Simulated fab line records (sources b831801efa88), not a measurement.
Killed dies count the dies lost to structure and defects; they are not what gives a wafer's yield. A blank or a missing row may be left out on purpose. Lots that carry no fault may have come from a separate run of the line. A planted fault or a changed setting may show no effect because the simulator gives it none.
A single fault, viewed from 2 desks    flow sky130    each desk has only its own numbers; what lay behind them comes last

## FROM THE METROLOGY DESK
Lot by lot, what the gauges showed, no matter which tool ran the lot: averages of those sampled wafers that carry a number. If a lot's mean is further than 4 standard deviations from the usual mean, the lot is out of limits and carries the mark OUT (the distance appears in the brackets).
Columns: A = VIA1_BOW at SKY_VIA1_BOW_MEAS_03, usual 80 um
lot   first seen here  A
L893  day 32 20:20     75
L900  day 36 02:00     81
L903  day 36 04:23     87
L902  day 36 06:07     82
L906  day 37 07:44     70
L908  day 37 22:37     82
L909  day 38 03:16     75
L913  day 39 09:19     71
L914  day 39 20:44     79
L916  day 40 02:40     83
Result from this desk: across the 10 lots, nothing is out of limits.

## AT THE TOOL OWNER'S DESK: rie_diel-02
The tool's own readings at SKY_VIA1_ETCH_14 (etches BARC in N2/H2, stops on SiO2, time 45.9 s, target depth 60 nm): means of the sampled wafers that have a number, for each lot that ran on this tool. If a lot's mean is further than 4 standard deviations from the usual mean, the lot is out of limits and carries the mark OUT (the distance appears in the brackets).
Columns: A = drypump_motor_current_A at SKY_VIA1_ETCH_14, usual 5.6 A; B = oes_product_au at SKY_VIA1_ETCH_14, usual 0.854 a.u.; C = run_length_s at SKY_VIA1_ETCH_14, usual 74.2 s; D = throttle_valve_pct at SKY_VIA1_ETCH_14, usual 13.225 %
lot   first seen here  A    B                 C                D
L900  day 37 04:32     5.4  0.855             74.3             13.224
L903  day 37 07:16     5.7  0.849             74.2             13.228
L902  day 37 08:52     5.4  0.855             74.3             13.221
L906  day 38 09:28     5.6  0.856             74.3             13.222
L908  day 38 23:28     5.5  0.897 (+9.8) OUT  71.3 (-8.0) OUT  13.232
L913  day 40 10:34     5.3  0.901 (+11) OUT   71.7 (-6.9) OUT  13.224
This desk's verdict: out of limits on L908, L913, starting with L908 at day 38 23:28 (oes_product_au at SKY_VIA1_ETCH_14). L900, L903, L902, L906: within limits.

## TAKEN TOGETHER
An alarm could have come from the tool owner's desk at day 38 23:28, on L908, L913.
The metrology desk saw nothing out of limits.
The metrology desk has L908, L913 on record, within its limits.
All the named lots went through SKY_VIA1_ETCH_14 on rie_diel-02.

## WHAT HAD BEEN PUT IN BY THE SIMULATOR
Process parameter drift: rie_diel-02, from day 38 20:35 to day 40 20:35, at SKY_VIA1_ETCH_14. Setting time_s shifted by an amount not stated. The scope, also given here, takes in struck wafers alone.
Shown lots that were struck: L908, L913.
Time in hours from fault onset to the first out-of-limits reading at each desk: the tool owner's desk, 3.
